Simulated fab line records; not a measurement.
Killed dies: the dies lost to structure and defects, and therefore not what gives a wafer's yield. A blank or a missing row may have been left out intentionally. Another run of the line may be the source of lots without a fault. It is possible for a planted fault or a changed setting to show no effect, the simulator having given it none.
Matching of chambers    flow sfq_line    pecvd-01 running SFQ_TRILAYER_A5C_DEP_PECVD_142: 3 sister chambers
The step deposits SiO2 from SiH4/N2O, time 15.556 s, target thk 70 nm. 3 wafers are shown with their chamber, then 11 later ones without.

WAFERS, EACH WITH ITS CHAMBER
wafer   chamber  rf_fwd_power_W (W)
L155.3  2        179.4
L158.4  1        181.1
L159.1  0        178.5

WAFERS WITHOUT THEIR CHAMBER
wafer   rf_fwd_power_W (W)
L159.4  178.7
L159.6  180.3
L160.2  179.2
L160.4  181.8
L160.6  178.8
L162.3  180.7
L162.5  180.4
L162.6  179.2
L164.2  180.3
L164.3  179.1
L164.4  179.0

WHICH CHAMBER EACH ONE RAN IN
wafer   from the rows above           in truth
L159.4  can't be placed: 0 or 2       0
L159.6  can't be placed: 1 or 2 or 0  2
L160.2  can't be placed: 2 or 0       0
L160.4  1                             1
L160.6  can't be placed: 0 or 2       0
L162.3  can't be placed: 1 or 2       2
L162.5  can't be placed: 1 or 2       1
L162.6  can't be placed: 2 or 0       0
L164.2  can't be placed: 1 or 2 or 0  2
L164.3  can't be placed: 2 or 0       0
L164.4  can't be placed: 2 or 0       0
Correctly placed: 1 of 11. Cannot be placed on the basis of these rows: 10; the candidates contain the true chamber in 10. Placed wrongly: 0.
How it was worked out, from the rows above alone: a wafer's distance from a chamber is the root of the sum, over the readings, of the square of ((its reading less the chamber's mean) divided by the reading's scatter). The wafer belongs to the nearest chamber; if the next one is less than 2 further off, it can't be placed. Each chamber's mean is taken over the wafers shown for it. The scatter: root of mean squared gap, hidden wafer to nearest shown wafer, with one shown wafer a chamber.
